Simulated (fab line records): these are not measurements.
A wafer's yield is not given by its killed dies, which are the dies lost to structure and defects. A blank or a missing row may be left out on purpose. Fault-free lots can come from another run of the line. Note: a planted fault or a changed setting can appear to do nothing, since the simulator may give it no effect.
Chamber matching + flow sky130 + SKY_POLY_GATE_ETCH_15 on rieDiel-04: 4 sister chambers
The step etches BARC in N2/H2, stops on SiO2, time 118.5 s, target depth 110 nm. 14 wafers are shown with their chamber, then 7 later ones without.

WAFERS WITH THEIR CHAMBER
| wafer  | chamber | drypumpMotorCurrentA (A) | h2FlowSccm (sccm) | oesProductAu (a.u.) |
|--------|---------|--------------------------|-------------------|---------------------|
| L549.2 | 1       | 5.5                      | 199.7             | 0.713               |
| L549.5 | 3       | 5.7                      | 199.6             | 0.717               |
| L549.6 | 2       | 5.1                      | 199.5             | 0.715               |
| L552.2 | 3       | 5.7                      | 200.3             | 0.712               |
| L552.4 | 0       | 6.3                      | 200.2             | 0.722               |
| L552.5 | 0       | 6.3                      | 199.8             | 0.727               |
| L556.2 | 3       | 5.7                      | 200.0             | 0.721               |
| L556.3 | 0       | 6.2                      | 199.7             | 0.714               |
| L556.4 | 1       | 5.6                      | 199.7             | 0.729               |
| L557.2 | 0       | 6.2                      | 200.7             | 0.722               |
| L557.3 | 2       | 5.1                      | 200.3             | 0.716               |
| L557.4 | 1       | 5.5                      | 199.2             | 0.716               |
| L560.2 | 3       | 5.7                      | 201.4             | 0.719               |
| L560.4 | 3       | 5.7                      | 200.7             | 0.719               |

SIGNATURES (means of the wafers above)
| reading              | chamber 0 | chamber 1 | chamber 2 | chamber 3 | scatter within a chamber |
|----------------------|-----------|-----------|-----------|-----------|--------------------------|
| drypumpMotorCurrentA | 6.250     | 5.533     | 5.100     | 5.700     | 0.0408                   |
| h2FlowSccm           | 200.100   | 199.533   | 199.900   | 200.400   | 0.548                    |
| oesProductAu         | 0.72125   | 0.71933   | 0.71550   | 0.71760   | 0.00528                  |
Rule: distance of a wafer from a chamber = root of the sum over the readings of ((wafer's reading minus chamber's mean) / reading's scatter) squared. The wafer belongs to the nearest chamber; if the next one is less than 2 further off, it can't be placed. The scatter: the root of (the sum of the squares of (reading less its chamber's mean) over the shown wafers, divided by (wafers less chambers)).

WAFERS MISSING THEIR CHAMBER
| wafer  | drypumpMotorCurrentA (A) | h2FlowSccm (sccm) | oesProductAu (a.u.) |
|--------|--------------------------|-------------------|---------------------|
| L560.5 | 6.3                      | 200.5             | 0.714               |
| L563.2 | 5.5                      | 200.4             | 0.713               |
| L563.5 | 6.2                      | 199.6             | 0.721               |
| L563.6 | 5.2                      | 199.2             | 0.715               |
| L565.2 | 6.2                      | 200.1             | 0.711               |
| L565.4 | 5.7                      | 200.2             | 0.717               |
| L565.5 | 5.2                      | 199.8             | 0.713               |

EACH ONE'S CHAMBER
| wafer  | from the rows above | in truth |
|--------|---------------------|----------|
| L560.5 | 0                   | 0        |
| L563.2 | 1                   | 1        |
| L563.5 | 0                   | 0        |
| L563.6 | 2                   | 2        |
| L565.2 | 0                   | 0        |
| L565.4 | 3                   | 3        |
| L565.5 | 2                   | 2        |
Correct placement for 7 of the 7. From these rows, 0 cannot be placed. Wrongly placed: 0.
